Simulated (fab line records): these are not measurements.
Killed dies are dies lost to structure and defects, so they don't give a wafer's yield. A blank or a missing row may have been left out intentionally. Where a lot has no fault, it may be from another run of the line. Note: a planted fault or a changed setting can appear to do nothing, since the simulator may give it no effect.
Matching of chambers | flow sky130 | cmp-01 running SKY_LI_CONTACT_CMP_02: 4 sister chambers
The step polishes PSG. 8 wafers are shown with their chamber, then 8 later ones without.

EACH WAFER AND ITS CHAMBER
wafer  | chamber | motor-current-A (A) | time-to-endpoint-s (s)
L745.1 | 3       | 14.0                | 32.4
L745.2 | 2       | 12.2                | 26.2
L747.3 | 2       | 12.6                | 30.1
L748.5 | 1       | 13.0                | 36.2
L749.2 | 3       | 14.1                | 32.6
L749.3 | 0       | 12.3                | 30.7
L749.6 | 1       | 13.1                | 36.7
L754.1 | 0       | 12.2                | 32.7

WAFERS MISSING THEIR CHAMBER
wafer  | motor-current-A (A) | time-to-endpoint-s (s)
L754.2 | 14.2                | 35.5
L754.6 | 14.3                | 31.3
L760.1 | 12.8                | 33.2
L760.2 | 14.3                | 37.5
L760.6 | 12.7                | 32.3
L761.1 | 12.5                | 38.9
L761.2 | 13.5                | 36.5
L761.3 | 12.3                | 34.2

THE CHAMBER EACH PASSED THROUGH
wafer  | from the rows above          | in truth
L754.2 | 3                            | 3
L754.6 | 3                            | 3
L760.1 | can't be placed: 1 or 0 or 2 | 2
L760.2 | 3                            | 3
L760.6 | can't be placed: 0 or 2 or 1 | 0
L761.1 | can't be placed: 1 or 0      | 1
L761.2 | can't be placed: 1 or 3      | 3
L761.3 | 0                            | 0
Correct placement for 4 of the 8. Cannot be placed on the basis of these rows: 4; the candidates contain the true chamber in 4. 0 placed wrongly.
How it was worked out, from the rows above alone: a wafer's distance from a chamber is the root of the sum, over the readings, of the square of ((its reading less the chamber's mean) divided by the reading's scatter). If the next closest chamber is less than 2 further off than the closest, the wafer can't be placed; otherwise it belongs to the closest. Each chamber's mean is taken over the wafers shown for it. How the scatter is found: for the shown wafers, subtract from each reading the mean of its chamber, square and add these, divide the total by (wafers less chambers), then take the root.
